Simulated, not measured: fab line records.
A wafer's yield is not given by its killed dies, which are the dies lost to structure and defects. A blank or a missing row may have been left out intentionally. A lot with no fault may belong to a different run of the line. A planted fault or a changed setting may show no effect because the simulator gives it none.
fab line records	flow sky130
[record] lots = 6	wafers = 18	last_day = 50
route steps=708 shown METAL3@561 VIA3@573
lots with no fault: from the same line, run without faults
start_h: hours from the record's opening day to when the first of the lot's shown wafers began	wait_h: hours elapsed since this lot's preceding step	" repeats the value in the row above	L1.1+2: a single row standing in for several wafers	- no value, or no start given	* or withheld: withheld	< > ~ a bound
route shown NAME@n: names a module that has steps shown in the file, with the first one's number in the route	usual: mean/standard deviation of fault-free wafers	same: alike in all rows	chamber/n: place in a boat	sites: per-site readings	_std_site: the values' standard deviation	_edge_site: the outer-site mean with the inner-site mean subtracted	radius_mm: for every site, how far away it sits from the centre of the wafer	mask NAME#n: copy n	behind: tool/chamber where the wafer was last shaped	hold: the reason the lot was held/the length of the hold in hours/how it ended	device: which transistor (n, p or np) failed to switch	end of line: the route-end tests of the same wafers	a step given without rows: its recipe and nothing more	killed: count of dies lost to structure and defects at first sort (not the wafer's yield)	map: shows each die of a wafer: x if killed, . if not, _ if none is there
set.NAME: the run value of the setting; set.NAME@STEP: its run value at that earlier step	model.NAME: the simulator's own value behind a step, which no gauge read
lots at some steps of the route; a table a step, a row a wafer
services: a tool's chamber out of use, with start hour (start_h, from the record's first day; less than 0 if before it), hours out, and reason
[[steps]]
[step SKY_METAL3_PEB_11]
[recipe] peb_temp_c = withheld	peb_time_s = withheld	resist = KrF-thick
[step SKY_METAL3_DEVELOP_12]
[recipe] develop_time_s = 60	resist = KrF-thick	dev_temp_c = 21
[step SKY_METAL3_CD_MEAS_13]
[recipe] target_cd_nm = 300
[usual] cd_nm = 299.5/1.5
lot.wafer	tool	chamber	start_h	wait_h	cd_nm
L930.1	cd_sem-02	-	904.46	-	298.2
L930.4	"	-	"	"	296.1
L930.5	"	-	"	"	297.7
L931.1	cd_sem-01	-	913.95	-	299.0
L931.2	"	-	"	"	298.9
L931.5	"	-	"	"	299.9
L932.1	cd_sem-01	-	920.12	-	301.3
L932.2	"	-	"	"	300.1
L932.6	"	-	"	"	300.4
L945.4	cd_sem-01	-	1032.66	-	301.4
L945.5	"	-	"	"	301.2
L945.6	"	-	"	"	302.2
L949.2	cd_sem-01	-	1038.72	-	299.9
L949.3	"	-	"	"	300.5
L949.6	"	-	"	"	299.8
L952.1	cd_sem-02	-	1053.25	-	299.3
L952.5	"	-	"	"	297.4
L952.6	"	-	"	"	297.4
[step SKY_METAL3_OVL_MEAS_14]
[usual] METAL3_OVL = -2/5.5
lot.wafer	tool	chamber	start_h	wait_h	METAL3_OVL[nm]
L930.1	overlay-01	-	904.58	0.1	-3
L930.4	"	-	"	"	-10
L930.5	"	-	"	"	-5
L931.1	overlay-02	-	914.07	0.1	-2
L931.2	"	-	"	"	1
L931.5	"	-	"	"	-1
L932.1	overlay-02	-	920.24	0.1	-14
L932.2	"	-	"	"	-14
L932.6	"	-	"	"	-13
L945.4	overlay-01	-	1032.74	0.1	-17
L945.5	"	-	"	"	1
L945.6	"	-	"	"	-9
L949.2	overlay-01	-	1038.83	0.1	6
L949.3	"	-	"	"	2
L949.6	"	-	"	"	0
L952.1	overlay-02	-	1053.37	0.1	-13
L952.5	"	-	"	"	-9
L952.6	"	-	"	"	-13
[step SKY_METAL3_DESCUM_15]
[recipe] chemistry = O2	source_power_w = 150	bias_power_w = 0	pressure_mtorr = 10	temp_c = 40	time_s = 8
[usual] drypump_motor_current_A = 5.9/0.34	oes_product_au = 0.991/0.0083
[same] time_s = 8
lot.wafer	tool	chamber	start_h	wait_h	drypump_motor_current_A	oes_product_au	rf_hours_counter_h
L930.1	rie_metal-04	1	904.62	0.0	6.0	0.991	0
L930.4	"	1	"	"	5.9	0.989	-
L930.5	"	1	"	"	6.0	0.972	-
L931.1	rie_metal-01	0	914.11	0.0	5.1	1.019	9
L931.2	"	1	"	"	6.0	0.997	2
L931.5	"	0	"	"	5.1	0.993	-
L932.1	rie_metal-02	0	920.28	0.0	6.3	0.985	20
L932.2	"	1	"	"	6.0	0.982	3
L932.6	"	0	"	"	6.3	0.990	-
L945.4	rie_metal-01	0	1032.77	0.0	5.1	0.990	-
L945.5	"	1	"	"	6.0	0.993	-
L945.6	"	0	"	"	5.2	0.999	-
L949.2	rie_metal-04	1	1038.86	0.0	5.9	0.980	7
L949.3	"	1	"	"	6.0	0.979	-
L949.6	"	1	"	"	6.0	0.983	-
L952.1	rie_metal-02	0	1053.41	0.0	6.3	0.979	4
L952.5	"	0	"	"	6.3	0.972	-
L952.6	"	1	"	"	6.0	0.982	-
[step SKY_METAL3_ETCH_16]
[recipe] chemistry = N2/H2	target = BARC	ion_energy_ev = 200	bias_w = 100	pressure_mtorr = 30	n2_flow_sccm = 100	h2_flow_sccm = 200	icp_w = 500	stop_on = SiO2	time_s = 88.2	target_depth_a = 600
[usual] drypump_motor_current_A = 5.9/0.34	oes_product_au = 0.625/0.0047	throttle_valve_pct = 13.205/0.0095
[same] time_s = 88.2
lot.wafer	tool	chamber	start_h	wait_h	drypump_motor_current_A	oes_product_au	rf_hours_counter_h	throttle_valve_pct
L930.1	rie_metal-04	1	904.65	0.0	6.0	0.620	0	13.202
L930.4	"	1	"	"	6.0	0.631	-	13.202
L930.5	"	1	"	"	6.0	0.627	-	13.200
L931.1	rie_metal-01	0	914.14	0.0	5.1	0.624	9	13.216
L931.2	"	1	"	"	6.0	0.631	2	13.205
L931.5	"	0	"	"	5.1	0.627	-	13.196
L932.1	rie_metal-02	0	920.31	0.0	6.3	0.626	20	13.197
L932.2	"	1	"	"	6.0	0.617	3	13.223
L932.6	"	0	"	"	6.3	0.631	-	13.202
L945.4	rie_metal-01	0	1032.82	0.0	5.1	0.624	-	13.207
L945.5	"	1	"	"	6.0	0.618	-	13.200
L945.6	"	0	"	"	5.1	0.625	-	13.206
L949.2	rie_metal-04	1	1038.89	0.0	6.0	0.625	7	13.204
L949.3	"	1	"	"	6.0	0.626	-	13.208
L949.6	"	1	"	"	6.0	0.616	-	13.218
L952.1	rie_metal-02	0	1053.44	0.0	6.3	0.624	4	13.220
L952.5	"	0	"	"	6.3	0.630	-	13.196
L952.6	"	1	"	"	6.0	0.621	-	13.211
[step SKY_METAL3_ETCH_17]
[recipe] target = SiO2	stop_on = TiN	chemistry = C4F8/O2/Ar	source_w = 1500	bias_w = 1200	pressure_mtorr = 40	c4f8_flow_sccm = withheld	O2_flow_sccm = 6	Ar_flow_sccm = 300	time_s = 3.9	target_depth_a = 150
[usual] oes_product_au = 0.753/0.0069
[same] time_s = 3.9
lot.wafer	tool	chamber	start_h	wait_h	oes_product_au	rf_hours_counter_h
L930.1	rie_diel-03	3	904.75	0.1	0.745	8
L930.4	"	2	"	"	0.750	19
L930.5	"	0	"	"	0.761	-
L931.1	rie_diel-02	0	914.24	0.1	0.753	10
L931.2	"	3	"	"	0.753	20
L931.5	"	2	"	"	0.758	-
L932.1	rie_diel-02	2	920.41	0.1	0.748	20
L932.2	"	0	"	"	0.751	10
L932.6	"	3	"	"	0.745	-
L945.4	rie_diel-02	0	1032.90	0.0	0.744	-
L945.5	"	3	"	"	0.757	-
L945.6	"	2	"	"	0.754	-
L949.2	rie_diel-01	1	1038.99	0.1	0.760	11
L949.3	"	3	"	"	0.754	6
L949.6	"	2	"	"	0.761	-
L952.1	rie_diel-01	2	1053.54	0.1	0.743	18
L952.5	"	1	"	"	0.753	-
L952.6	"	0	"	"	0.749	-
[step SKY_METAL3_METAL_ETCH_18]
[recipe] target_depth_a = 8450	stop_on = SiO2	over_etch_frac = 0.3	time_s = 183.1	chemistry = Cl2/BCl3	resist_sidewall_deg = 88	pressure_mtorr = 10	icp_w = 900	bias_w = 48.5	Cl2_flow_sccm = 60	bcl3_flow_sccm = 30
[usual] drypump_motor_current_A = 5.9/0.33	oes_product_au = 0.867/0.0058	throttle_valve_pct = 22.264/0.0092
[same] time_s = 183.1
lot.wafer	tool	chamber	start_h	wait_h	drypump_motor_current_A	oes_product_au	rf_hours_counter_h	throttle_valve_pct
L930.1	rie_metal-02	0	904.77	0.0	6.3	0.867	20	22.260
L930.4	"	1	"	"	6.0	0.873	-	22.268
L930.5	"	1	"	"	6.0	0.873	-	22.265
L931.1	rie_metal-02	0	914.26	0.0	6.3	0.868	20	22.260
L931.2	"	1	"	"	6.0	0.866	3	22.275
L931.5	"	1	"	"	6.0	0.875	-	22.262
L932.1	rie_metal-04	1	920.43	0.0	5.9	0.867	1	22.270
L932.2	"	0	"	"	5.9	0.871	10	22.257
L932.6	"	1	"	"	5.9	0.859	-	22.257
L945.4	rie_metal-02	1	1032.97	0.1	6.0	0.872	-	22.267
L945.5	"	1	"	"	6.0	0.861	-	22.276
L945.6	"	0	"	"	6.3	0.870	-	22.261
L949.2	rie_metal-02	1	1039.01	0.0	6.0	0.862	12	22.287
L949.3	"	1	"	"	6.0	0.868	-	22.261
L949.6	"	1	"	"	6.0	0.865	-	22.271
L952.1	rie_metal-01	1	1053.56	0.0	6.0	0.874	10	22.257
L952.5	"	0	"	"	5.1	0.862	-	22.265
L952.6	"	1	"	"	6.0	0.870	-	22.280
[step SKY_METAL3_STRIP_19]
[recipe] chemistry = O2/N2	power_w = 1400	pressure_mtorr = 1500	platen_temp_c = withheld	o2_flow_sccm = 3000	n2_flow_sccm = 300	overash_fraction = 0.5
[usual] drypump_motor_current_A = 5.6/0.38	oes_product_au = 0.504/0.0047	strip_time_to_endpoint_s = 6.59/0.059
lot.wafer	tool	chamber	start_h	wait_h	drypump_motor_current_A	oes_product_au	rf_hours_counter_h	strip_time_to_endpoint_s
L930.1	plasma_asher-02	0	904.95	0.1	5.2	0.498	78	6.45
L930.4	"	1	"	"	6.2	0.496	-	6.54
L930.5	"	0	"	"	5.1	0.506	-	6.57
L931.1	plasma_asher-04	0	914.43	0.1	5.7	0.499	48	6.58
L931.2	"	1	"	"	6.0	0.509	48	6.59
L931.5	"	1	"	"	6.0	0.507	-	6.63
L932.1	plasma_asher-02	0	920.61	0.1	5.1	0.509	80	6.62
L932.2	"	1	"	"	6.2	0.501	80	6.54
L932.6	"	0	"	"	5.1	0.498	-	6.54
L945.4	plasma_asher-01	1	1033.12	0.1	5.5	0.508	-	6.65
L945.5	"	0	"	"	5.3	0.510	-	6.65
L945.6	"	1	"	"	5.5	0.507	-	6.63
L949.2	plasma_asher-04	1	1039.19	0.1	6.0	0.502	61	6.53
L949.3	"	1	"	"	6.0	0.502	-	6.52
L949.6	"	0	"	"	5.7	0.497	-	6.51
L952.1	plasma_asher-04	0	1053.74	0.1	5.7	0.511	62	6.72
L952.5	"	1	"	"	6.0	0.503	-	6.59
L952.6	"	0	"	"	5.8	0.512	-	6.71
[step SKY_METAL3_STRIP_20]
[recipe] chemistry = post_etch_residue_remover	time_s = 1200	temp_c = 72.5
[step SKY_METAL3_CLEAN_21]
[recipe] chemistry = IPA	time_s = 180	temp_c = 25
[step SKY_METAL3_CLEAN_22]
[recipe] chemistry = O3/DIW	dry = n2_spin
[step SKY_VIA3_HDPCVD_00]
[recipe] material = SiO2	target_thk_nm = 1635	sigma_open_frac = 0.3	time_s = 272.5	temp_c = 400	sih4_flow_sccm = 60	pressure_mtorr = 6
[usual] sih4_flow_sccm = 59.99/0.17	susceptor_temp_C = 400.02/0.23
[same] time_s = 272.5
lot.wafer	tool	chamber	start_h	wait_h	sih4_flow_sccm	susceptor_temp_C
L930.1	hdpcvd-01	2	905.73	0.0	59.70	400.27
L930.4	"	0	"	"	60.03	399.93
L930.5	"	1	"	"	59.56	399.56
L931.1	hdpcvd-02	1	915.03	0.0	60.01	400.03
L931.2	"	2	"	"	59.73	400.10
L931.5	"	2	"	"	59.92	400.16
L931.1	hdpcvd-02	1	915.37	0.3	59.84	400.28
L931.2	"	2	"	"	59.85	399.73
L931.5	"	2	"	"	60.07	400.03
L932.1	hdpcvd-02	0	921.20	0.0	59.97	400.27
L932.2	"	1	"	"	59.84	399.70
L932.6	"	2	"	"	60.06	399.80
L932.1	hdpcvd-02	0	921.53	0.3	59.90	399.75
L932.2	"	1	"	"	59.81	400.22
L932.6	"	2	"	"	59.90	400.12
L945.4	hdpcvd-01	0	1033.76	0.1	59.71	400.00
L945.5	"	1	"	"	59.99	400.05
L945.6	"	2	"	"	60.10	400.08
L949.2	hdpcvd-01	1	1039.79	0.0	60.03	399.96
L949.3	"	2	"	"	60.17	400.09
L949.6	"	1	"	"	59.85	399.87
L952.1	hdpcvd-02	0	1054.42	0.0	59.91	399.50
L952.5	"	0	"	"	60.10	399.62
L952.6	"	1	"	"	59.96	399.76
[step SKY_VIA3_THK_MEAS_01]
[recipe] reads = SiO2_of_VIA3_HDPCVD_00
[usual] VIA3_HDPCVD_THK = 1634/17
lot.wafer	tool	chamber	start_h	wait_h	VIA3_HDPCVD_THK[nm]
L930.1	film_metro-02	-	905.90	0.1	1645
L930.4	"	-	"	"	1645
L930.5	"	-	"	"	1652
L931.1	film_metro-02	-	915.59	0.1	3291
L931.2	"	-	"	"	3306
L931.5	"	-	"	"	3299
L931.1	film_metro-02	-	915.90	0.3	3291
L931.2	"	-	"	"	3303
L931.5	"	-	"	"	3301
L932.1	film_metro-01	-	921.70	0.1	3250
L932.2	"	-	"	"	3301
L932.6	"	-	"	"	3289
L932.1	film_metro-01	-	921.93	0.2	3248
L932.2	"	-	"	"	3301
L932.6	"	-	"	"	3290
L945.4	film_metro-01	-	1033.87	0.0	1614
L945.5	"	-	"	"	1605
L945.6	"	-	"	"	1628
L949.2	film_metro-04	-	1039.96	0.1	1624
L949.3	"	-	"	"	1635
L949.6	"	-	"	"	1618
L952.1	film_metro-02	-	1054.59	0.1	1652
L952.5	"	-	"	"	1652
L952.6	"	-	"	"	1655
[[services]]
tool	chamber	start_h	hours	kind
plasma_asher-01	-	882.11	1.3	repair
rie_metal-04	-	914.62	5.7	repair
hdpcvd-02	-	915.69	5.4	repair
rie_diel-03	2	922.96	3.8	repair
rie_diel-02	-	930.55	0.5	repair
rie_metal-01	-	942.61	0.2	repair
hdpcvd-02	2	947.76	8.7	repair
hdpcvd-02	-	950.25	15.0	pm
rie_diel-02	1	960.33	7.1	repair
rie_diel-01	1	965.47	10.7	repair
rie_diel-01	3	969.45	20.5	repair
hdpcvd-01	2	970.83	13.7	repair
hdpcvd-01	0	974.26	5.0	repair
rie_diel-01	1	977.86	4.1	repair
rie_diel-02	-	982.95	0.9	repair
rie_diel-01	0	986.86	6.9	repair
rie_metal-04	0	988.36	15.6	repair
rie_diel-02	-	994.05	0.5	repair
rie_diel-02	3	1015.17	3.8	repair
rie_diel-01	-	1022.07	1.1	repair
rie_diel-02	1	1030.39	7.6	repair
rie_metal-02	-	1037.84	0.4	repair
hdpcvd-02	-	1041.37	0.5	repair
rie_metal-04	1	1048.15	2.4	repair
[[key]]
[first_sign] step = SKY_VIA3_HDPCVD_00	reading = visit	direction = added
[effect] step = SKY_VIA3_THK_MEAS_01	reading = visit	direction = added
[effect] step = SKY_VIA3_THK_MEAS_01	reading = VIA3_HDPCVD_THK	direction = up	sigmas = 97	usual = 1634	struck = 3289
met_at SKY_VIA3_HDPCVD_00
struck_wafers L931.1,L931.2,L931.5,L932.1,L932.2,L932.6
scrapped_behind SKY_VIA3_THK_MEAS_01 L931.1,L931.2,L931.5,L932.1,L932.2,L932.6
[fault] kind = repeated_step_whole	tool = hdpcvd-01,hdpcvd-02	chamber = -	onset_h = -	steps = SKY_VIA3_HDPCVD_00	times = 1	scope = struck_lots_only
